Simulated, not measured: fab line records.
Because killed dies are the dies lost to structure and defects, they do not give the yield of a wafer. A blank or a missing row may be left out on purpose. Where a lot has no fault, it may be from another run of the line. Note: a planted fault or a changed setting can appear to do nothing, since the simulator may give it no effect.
Tool commonality check + flow sky130 + 13 lots, 45 wafers sampled

== WHY IT WAS OPENED ==
At SKY_VIA4_THK_MEAS_01 the reading VIA4_HDPCVD_THK is flagged on 2 of 13 lots. No-fault wafers: 1825 nm, standard deviation 15.
Rule: a lot gets a flag if all its wafers with a number sit over 4 standard deviations from that mean, or if no wafer of it has a number. The rest of the lots are taken to be sound.

| lot  | measured     | on            | VIA4_HDPCVD_THK (nm), wafer by wafer | flag    |
|------|--------------|---------------|--------------------------------------|---------|
| L814 | day 42 02:22 | film metro-04 | 1810 1840 1826                       |         |
| L818 | day 43 04:03 | film metro-04 | 2506 2528 2526 2505 2531 2528        | FLAGGED |
| L819 | day 43 06:02 | film metro-04 | 1826 1850 1831                       |         |
| L820 | day 43 14:28 | film metro-03 | 2510 2538 2524 2510 2538 2523        | FLAGGED |
| L825 | day 45 06:07 | film metro-04 | 1833 1832 1822                       |         |
| L827 | day 45 14:17 | film metro-01 | 1825 1811 1814                       |         |
| L828 | day 45 20:36 | film metro-03 | 1808 1835 1823                       |         |
| L829 | day 46 08:17 | film metro-04 | 1805 1806 1817                       |         |
| L831 | day 46 14:15 | film metro-01 | 1804 1822 1823                       |         |
| L832 | day 46 19:49 | film metro-03 | 1841 1820 1843                       |         |
| L834 | day 47 07:35 | film metro-01 | 1807 1833 1845                       |         |
| L836 | day 47 15:04 | film metro-04 | 1807 1820 1825                       |         |
| L835 | day 47 20:00 | film metro-01 | 1848 1834 1851                       |         |
The numbers of the flagged lots are 2522 nm on average: +697 nm against the usual, or +46 standard deviations.

== WHICH TOOL RAN EACH LOT ==
The record holds 1 process step before the reading, out of a route of 708 steps. Each cell gives the tool, then ch followed by the chambers the sampled wafers passed through, then the start.
| lot  | flag    | SKY_VIA4_HDPCVD_00               |
|------|---------|----------------------------------|
| L814 |         | hdpcvd-01 ch 0,1,2, day 42 02:11 |
| L818 | FLAGGED | hdpcvd-01 ch 0,1,2, day 43 03:56 |
| L819 |         | hdpcvd-02 ch 1,2, day 43 05:52   |
| L820 | FLAGGED | hdpcvd-01 ch 0,2, day 43 14:16   |
| L825 |         | hdpcvd-02 ch 0,1,2, day 45 05:55 |
| L827 |         | hdpcvd-02 ch 0,1,2, day 45 14:07 |
| L828 |         | hdpcvd-02 ch 0,1, day 45 20:25   |
| L829 |         | hdpcvd-02 ch 0,1,2, day 46 08:05 |
| L831 |         | hdpcvd-01 ch 0,1, day 46 14:04   |
| L832 |         | hdpcvd-01 ch 0,1,2, day 46 19:38 |
| L834 |         | hdpcvd-01 ch 1,2, day 47 07:24   |
| L836 |         | hdpcvd-01 ch 1,2, day 47 14:52   |
| L835 |         | hdpcvd-01 ch 0,2, day 47 19:49   |
These steps, and what they do:
- SKY_VIA4_HDPCVD_00: deposits SiO2, target thk 1750 nm, time 304.5 s.
- SKY_VIA4_THK_MEAS_01

== FLAGGED AGAINST TOTAL, ONE TOOL AT A TIME (gauges that did the reading follow at the end) ==
| step                 | tool          | lots run | flagged | share of the flagged lots | sound lots run after its first flagged lot |
|----------------------|---------------|----------|---------|---------------------------|--------------------------------------------|
| SKY_VIA4_HDPCVD_00   | hdpcvd-01     | 8        | 2       | all                       | 5 (L831,L832,L834,L836,L835)               |
| SKY_VIA4_HDPCVD_00   | hdpcvd-02     | 5        | 0       | none                      | -                                          |
| SKY_VIA4_THK_MEAS_01 | film metro-01 | 4        | 0       | none                      | -                                          |
| SKY_VIA4_THK_MEAS_01 | film metro-03 | 3        | 1       | some                      | 2 (L828,L832)                              |
| SKY_VIA4_THK_MEAS_01 | film metro-04 | 6        | 1       | some                      | 4 (L819,L825,L829,L836)                    |

== WHAT THE TABLE PERMITS ==
All flagged lots share 1 row of the table, namely hdpcvd-01 at SKY_VIA4_HDPCVD_00.
- hdpcvd-01 at SKY_VIA4_HDPCVD_00 ran 8 lots, 2 of them flagged. After the first flagged lot (L831, L832, L834, L836, L835), sound lots still ran on it; a lasting fault on the whole tool would not permit that.
Every row of the table either missed a flagged lot or ran a sound lot after the first.

== WHAT WAS PUT IN BY THE SIMULATOR ==
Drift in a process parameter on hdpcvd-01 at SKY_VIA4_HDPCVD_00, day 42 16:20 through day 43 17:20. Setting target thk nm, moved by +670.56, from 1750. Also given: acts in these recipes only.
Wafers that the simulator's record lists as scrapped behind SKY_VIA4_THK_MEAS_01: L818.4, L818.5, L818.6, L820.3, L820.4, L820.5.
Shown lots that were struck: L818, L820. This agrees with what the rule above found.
